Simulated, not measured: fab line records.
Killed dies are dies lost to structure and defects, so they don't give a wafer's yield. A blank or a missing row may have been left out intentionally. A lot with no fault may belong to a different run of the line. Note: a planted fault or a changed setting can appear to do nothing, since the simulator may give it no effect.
One fault seen from 2 desks    flow gf180mcu    numbers are kept per desk, each desk with only its own; the story behind them comes last

== DESK OF THE TOOL OWNER: implanter-04 ==
For each lot that ran on this tool, the mean over its sampled wafers that have a number, from the tool's own readings at GF_HV_LDD_IMPLANT_48. If a lot's mean is further than 4 standard deviations from the usual mean, the lot is out of limits and carries the mark OUT (the distance appears in the brackets).
Columns: A = dose-ions-cm2 at GF_HV_LDD_IMPLANT_48, usual 3e+13; B = end-station-pressure-torr at GF_HV_LDD_IMPLANT_48, usual 5.07e-06 Torr; C = faraday-current-uA at GF_HV_LDD_IMPLANT_48, usual 169
lot   first seen here  A                        B         C
L939  day 12 18:43     3e+13                    5.13e-06  166
L941  day 13 03:01     3e+13                    5.09e-06  170
L943  day 13 23:02     3e+13                    5.13e-06  170
L947  day 14 14:47     3e+13                    5.31e-06  170
L948  day 15 08:05     3e+13                    5.18e-06  169
L956  day 18 06:01     3e+13                    4.97e-06  173
L957  day 18 07:09     6e+13 (+99 or more) OUT  5.16e-06  308 (+42) OUT
L958  day 18 19:47     6e+13 (+99 or more) OUT  5.20e-06  314 (+44) OUT
Finding of this desk: L957, L958 out of limits; the first was L957 at day 18 07:09, on dose-ions-cm2 at GF_HV_LDD_IMPLANT_48. In limits: L939, L941, L943, L947, L948, L956.

== FROM THE METROLOGY DESK ==
Lot by lot, what the gauges showed, no matter which tool ran the lot: averages of those sampled wafers that carry a number. If a lot's mean is further than 4 standard deviations from the usual mean, the lot is out of limits and carries the mark OUT (the distance appears in the brackets).
Columns: A = HV_LDD_03_OVL at GF_HV_LDD_OVL_MEAS_47, usual 0.2 nm; B = HV_LDD_4_TW at GF_HV_LDD_TW_MEAS_50, usual 568; C = cd-nm at GF_NSD_CD_MEAS_07, usual 399.8 nm
lot   first seen here  A     B              C
L939  day 12 18:39     -1.1  578            400.8
L941  day 13 02:59     -0.7  577            400.8
L940  day 13 08:56     -0.5  578            394.0
L943  day 13 22:59     0.3   574            404.1
L944  day 14 02:51     0.8   558            403.0
L947  day 14 14:43     -0.3  570            400.7
L948  day 15 08:01     -1.7  555            401.0
L949  day 15 20:35     0.4   556            399.8
L952  day 16 23:34     1.5   572            397.8
L956  day 18 05:56     1.4   576            398.1
L957  day 18 07:06     1.1   679 (+13) OUT  397.1
L958  day 18 19:45     0.8   678 (+13) OUT  396.1
L961  day 19 16:39     0.7   566            398.5
L962  day 19 23:44     0.1   569            401.4
Finding of this desk: L957, L958 out of limits, first seen on L957 at day 18 07:23 (HV_LDD_4_TW at GF_HV_LDD_TW_MEAS_50). In limits: L939, L941, L940, L943, L944, L947, L948, L949, L952, L956, L961, L962.

== ALL TOGETHER ==
At day 18 07:09, on L957, L958, the tool owner's desk was in a position to raise an alarm.
L957, L958 would have let the metrology desk raise an alarm at day 18 07:23.
Every lot named ran GF_HV_LDD_IMPLANT_48 on implanter-04.

== WHAT THE SIMULATOR HAD INSERTED ==
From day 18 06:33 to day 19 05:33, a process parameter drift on implanter-04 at GF_HV_LDD_IMPLANT_48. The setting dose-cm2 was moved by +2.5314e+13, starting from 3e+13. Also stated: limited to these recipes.
Shown lots that were struck: L957, L958.
Counting hours from when the fault started, the first reading out of limits came at 1 for the tool owner's desk and at 1 for the metrology desk.
